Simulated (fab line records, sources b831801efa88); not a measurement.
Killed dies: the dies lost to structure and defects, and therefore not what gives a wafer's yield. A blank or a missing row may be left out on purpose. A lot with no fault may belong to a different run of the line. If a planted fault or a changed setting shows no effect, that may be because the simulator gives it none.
One fault seen from 2 desks + flow sky130 + every desk sees just its own numbers, and what lay behind them comes last

FOR THE TOOL OWNER'S DESK: litho_track-02
For each lot that ran on this tool, the mean over its sampled wafers that have a number, from the tool's own readings at SKY_METAL4_PEB_11. Any lot whose mean is over 4 standard deviations away from the usual mean is out of limits and marked OUT; that distance is given in the brackets.
Columns: A = exhaust_pa at SKY_METAL4_PEB_11, usual 45.1 Pa
| lot  | first seen here | A    |
|------|-----------------|------|
| L468 | day 43 17:00    | 45.3 |
| L473 | day 44 06:00    | 44.3 |
| L472 | day 44 07:00    | 43.9 |
| L482 | day 46 18:00    | 44.1 |
| L483 | day 47 03:00    | 44.5 |
| L485 | day 47 04:00    | 45.5 |
Result from this desk: across the 6 lots, nothing is out of limits.

FROM THE METROLOGY DESK
What the gauges read for every lot (on any tool): the sampled wafers with a number, averaged. Any lot whose mean is over 4 standard deviations away from the usual mean is out of limits and marked OUT; that distance is given in the brackets.
Columns: A = VIA2_OVL at SKY_VIA2_OVL_MEAS_13, usual -2 nm
| lot  | first seen here | A  |
|------|-----------------|----|
| L465 | day 36 09:18    | -3 |
| L467 | day 38 10:11    | -7 |
| L466 | day 38 10:55    | -0 |
| L468 | day 38 11:20    | 2  |
| L470 | day 38 12:56    | -2 |
| L469 | day 38 16:56    | -1 |
| L473 | day 39 01:28    | 0  |
| L472 | day 39 04:53    | 3  |
| L480 | day 41 12:33    | 5  |
| L482 | day 41 22:51    | -4 |
| L481 | day 42 01:03    | -3 |
| L483 | day 42 09:56    | -5 |
| L485 | day 42 11:08    | -1 |
| L487 | day 43 01:59    | 2  |
Result from this desk: across the 14 lots, nothing is out of limits.

PUT TOGETHER
The tool owner's desk saw nothing out of limits.
At the metrology desk, nothing out of limits was observed.

WHAT WAS PUT IN BY THE SIMULATOR
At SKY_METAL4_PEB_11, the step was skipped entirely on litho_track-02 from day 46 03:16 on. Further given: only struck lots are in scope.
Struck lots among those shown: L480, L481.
